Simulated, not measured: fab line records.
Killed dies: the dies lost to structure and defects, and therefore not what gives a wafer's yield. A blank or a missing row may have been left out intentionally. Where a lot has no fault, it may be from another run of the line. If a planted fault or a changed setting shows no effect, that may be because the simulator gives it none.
A lot that was struck, set against a sound lot | flow sky130 | 30 out of 708 route steps
Sound: wafers L702.2, L702.3, L702.6. The struck wafers were L712.2, L712.3, L712.6. The cause comes at the end.
For every step that has rows: the tool of each side, followed by ch and its chambers, followed by its first start. Under that, the readings that differ: sound wafers | struck wafers | difference of the means | sigmas: that difference in standard deviations of wafers without a fault.
alike: same words and numbers on both sides, and readings whose means sit less than 2 such deviations apart. not compared: any withheld reading, any reading some wafer has no value for, any bound like >300 that may hide the same value, and any number with overlapping values for which the record gives no deviation.
A row with sigmas, a row that says differs or no value, or rows on one side alone: a step with any of these is where the two part. Non-overlapping numbers with no deviation appear without sigmas and do not part them. A reading that every wafer of one side lacks parts them only if that side has two wafers or more.

first, 5 steps without rows for these wafers: SKY_SONOS_ONO_COAT_08 (resist thk 1140 nm); SKY_SONOS_ONO_SOFTBAKE_09 (time 60 s); SKY_SONOS_ONO_EXPOSE_10 (exposes mask ONOM, target cd 410 nm); SKY_SONOS_ONO_PEB_11; SKY_SONOS_ONO_DEVELOP_12 (develop time 60 s).
SKY_SONOS_ONO_CD_MEAS_13 targets a cd of 410 nm.
  struck on cdSem-02, day 17 09:17; sound on cdSem-02, day 13 22:49
  alike: cdNm
SKY_SONOS_ONO_OVL_MEAS_14:
  struck on overlay-01, day 17 09:24; sound on overlay-02, day 13 22:56
  alike: SONOS_ONO_OVL
SKY_SONOS_ONO_ETCH_15: etches the open film in CHF3/O2, target depth 19.52 nm, time 7.8 s.
  sound on rieDiel-01 ch 0,1,2, day 13 22:58; struck on rieDiel-04 ch 0,1,3, day 17 09:26
  alike: O2_flow_sccm, biasW, drypumpMotorCurrentA, oesProductAu, throttleValvePct
  not compared: rfHoursCounterH
then, 1 step without rows for these wafers: SKY_SONOS_ONO_WET_ETCH_16 (etches SiO2 in dHF, target depth 14 nm, time 280 s).
SKY_SONOS_ONO_STRIP_17: strips in O2/N2.
  sound on plasmaAsher-04 ch 0,1, day 13 23:04; struck on plasmaAsher-04 ch 0,1, day 17 09:37
  alike: drypumpMotorCurrentA, n2FlowSccm, oesProductAu, stripTimeToEndpointS
  not compared: rfHoursCounterH
then, 2 steps without rows for these wafers: SKY_SONOS_ONO_WET_ETCH_18 (etches Si3N4 in H3PO4, target depth 15 nm, time 172 s); SKY_GATE_OXIDE_CLEAN_00 (cleans in SC1/SC2, time 150 s).
SKY_GATE_OXIDE_OXIDATION_01: stabilise 600 s, purge 300 s, target thk 10.268 nm.
  sound on furnace-01 ch 0, day 13 23:38; struck on furnace-01 ch 0, day 17 10:20
reading                                          | sound             | struck            | difference | sigmas
spikeTcCentreC (C)                               | 900.0 901.2 901.1 | 920.3 922.3 921.2 | +20.5      | +21
zonePowerCentrePct (%)                           | 16.6 16.7 16.4    | 23.3 23.2 22.7    | +6.5       | +4
zonePowerLowerPct (%)                            | 17.4 17.3 17.1    | 13.6 13.4 13.6    | -3.7       | -2
zonePowerUpperPct (%)                            | 18.7 19.1 18.7    | 14.6 14.8 14.7    | -4.1       | -13
model.SiO2_of_GATE_OXIDE_OXIDATION_01.thkNm (nm) | 10.53 10.41 10.5  | 11.15 11 10.66    | +0.46      | 
SKY_GATE_OXIDE_THK_MEAS_02:
  struck on filmMetro-03, day 17 11:45; sound on filmMetro-03, day 14 01:03
reading                          | sound             | struck            | difference | sigmas
GATE_OXIDE_OXIDATION_00_THK (nm) | 10.55 10.42 10.53 | 11.21 10.94 10.67 | +0.44      | +2
then, 7 steps without rows for these wafers: SKY_GATE_OXIDE_DEHYDRATE_03 (time 60 s); SKY_GATE_OXIDE_HMDS_04 (prime time 60 s); SKY_GATE_OXIDE_COAT_05 (resist thk 1140 nm); SKY_GATE_OXIDE_SOFTBAKE_06 (time 60 s); SKY_GATE_OXIDE_EXPOSE_07 (exposes mask LVOM, target cd 600 nm); SKY_GATE_OXIDE_PEB_08; SKY_GATE_OXIDE_DEVELOP_09 (develop time 60 s).
SKY_GATE_OXIDE_OVL_MEAS_10:
  struck on overlay-02, day 18 17:03; sound on overlay-01, day 15 02:46
  alike: GATE_OXIDE_OVL
then, 2 steps without rows for these wafers: SKY_GATE_OXIDE_IMPLANT_11; SKY_GATE_OXIDE_WET_ETCH_12 (etches SiO2 in dHF, target depth 16.8 nm, time 336 s).
SKY_GATE_OXIDE_STRIP_13: strips in O2/N2.
  sound on plasmaAsher-04 ch 0, day 15 03:02; struck on plasmaAsher-03 ch 0, day 18 17:27
  alike: drypumpMotorCurrentA, n2FlowSccm, oesProductAu, stripTimeToEndpointS
  not compared: rfHoursCounterH
SKY_GATE_OXIDE_TW_MEAS_14:
  struck on filmMetro-02, day 18 17:34; sound on filmMetro-03, day 15 03:09
reading       | sound             | struck            | difference | sigmas
GATE_OXIDE_TW | 225.6 226.1 224.4 | 220.2 220.9 221.2 | -4.6       | -2
then, 1 step without rows for these wafers: SKY_GATE_OXIDE_CLEAN_15 (cleans in SC1/SC2, time 150 s).
SKY_GATE_OXIDE_OXIDATION_16: stabilise 600 s, purge 300 s, target thk 3.57 nm.
  sound on furnace-01 ch 0, day 15 05:56; struck on furnace-01 ch 0, day 18 19:43
reading                                          | sound             | struck            | difference | sigmas
model.SiO2_of_GATE_OXIDE_OXIDATION_01.thkNm (nm) | 11.91 11.75 11.86 | 12.48 12.37 12.02 | +0.45      | 
  alike: spikeTcCentreC, zonePowerCentrePct, zonePowerLowerPct, zonePowerUpperPct
then, 1 step without rows for these wafers: SKY_POLY_GATE_CVD_00 (deposits poly-Si, target thk 180 nm, time 720 s).
-- a jump in the record: the struck wafers' starts before and after are 31 days apart (it breaks off in module POLY_GATE and resumes in module PAD_OPEN, where the first step shown is number 708 of the route) --
SKY_PAD_OPEN_PROBE_99:
  struck on prober-01, day 49 07:55; sound on prober-01, day 46 22:32
reading                             | sound             | struck            | difference | sigmas
model.etest.tipSonos.rsOhmSq        | 2673 2671 2675    | 2835 2824 2717    | +119       | 
model.etest.nfetG5v0d10v5.rOnOhmUm  | 1931 1914 1891    | 1973 1975 1932    | +48        | 
model.etest.nfetG5v0d10v5.driveUaUm | 587.6 598.9 590   | 566.6 575.5 585   | -16.5      | 
model.etest.nfet_05v0_nvt.driveUaUm | 558.8 567.6 560.4 | 542.2 547.8 558.2 | -12.9      | 
  alike: killed_at_M0_to_M3, killed_at_M4_up, killedAtContacts, killedAtFrontEnd, killedAtOther, killedDies, killedOpen, killedShort
  not compared: model.etest.nfet_16v.rOnOhmUm, model.etest.pfetG5v0d10v5.rOnOhmUm, model.etest.pfetG5v0d10v5.driveUaUm, model.etest.nfet_16v.driveUaUm

## WHERE THEY PART
First at SKY_GATE_OXIDE_OXIDATION_01; last, within this record, at SKY_GATE_OXIDE_TW_MEAS_14. Later steps at which nothing parts them and some readings are alike: SKY_GATE_OXIDE_OXIDATION_16, SKY_PAD_OPEN_PROBE_99.

WHY: whatever the simulator had introduced
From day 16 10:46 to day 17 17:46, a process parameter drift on furnace-01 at SKY_GATE_OXIDE_OXIDATION_01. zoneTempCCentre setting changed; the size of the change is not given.
